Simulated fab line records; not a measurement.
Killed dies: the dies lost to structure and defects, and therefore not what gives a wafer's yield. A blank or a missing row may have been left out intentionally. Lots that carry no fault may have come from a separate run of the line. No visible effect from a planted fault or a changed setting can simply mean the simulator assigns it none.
Matching of chambers ; flow sky130 ; cmp-01 running SKY_LI_CONTACT_CMP_02: 4 sister chambers
The step polishes PSG. 8 wafers are shown with their chamber, then 10 later ones without.

WAFERS WITH THEIR CHAMBER
wafer;chamber;motor_current_A (A);time_to_endpoint_s (s)
L078.5;0;10.2;37.6
L084.5;2;12.9;26.5
L084.6;1;12.1;28.5
L089.1;0;10.8;31.3
L089.4;3;13.8;36.4
L089.5;2;13.1;28.7
L088.3;1;11.6;34.3
L088.4;3;14.5;36.9

WAFERS WHOSE CHAMBER IS MISSING
wafer;motor_current_A (A);time_to_endpoint_s (s)
L088.6;11.0;38.7
L085.2;13.0;29.8
L085.4;10.8;32.2
L085.6;13.9;35.1
L091.4;10.4;33.8
L091.5;13.7;33.3
L091.6;10.6;36.4
L090.1;10.8;34.0
L090.5;11.4;31.0
L090.6;12.6;29.5

WHICH CHAMBER EACH WENT THROUGH
wafer;from the rows above;in truth
L088.6;can't be placed: 0 or 1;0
L085.2;2;2
L085.4;can't be placed: 0 or 1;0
L085.6;3;3
L091.4;0;0
L091.5;can't be placed: 3 or 2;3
L091.6;0;0
L090.1;0;0
L090.5;can't be placed: 1 or 0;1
L090.6;can't be placed: 2 or 1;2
Correct placement for 5 of the 10. Not placeable from these rows: 5 (in 5, the candidates include the true chamber). Wrongly placed: 0.
How it was worked out, from the rows above alone: a wafer's distance from a chamber is the root of the sum, over the readings, of the square of ((its reading less the chamber's mean) divided by the reading's scatter). The wafer belongs to the nearest chamber; if the next one is less than 2 further off, it can't be placed. For every chamber, the mean is computed from those of its wafers that are shown. The scatter: the root of (the sum of the squares of (reading less its chamber's mean) over the shown wafers, divided by (wafers less chambers)).
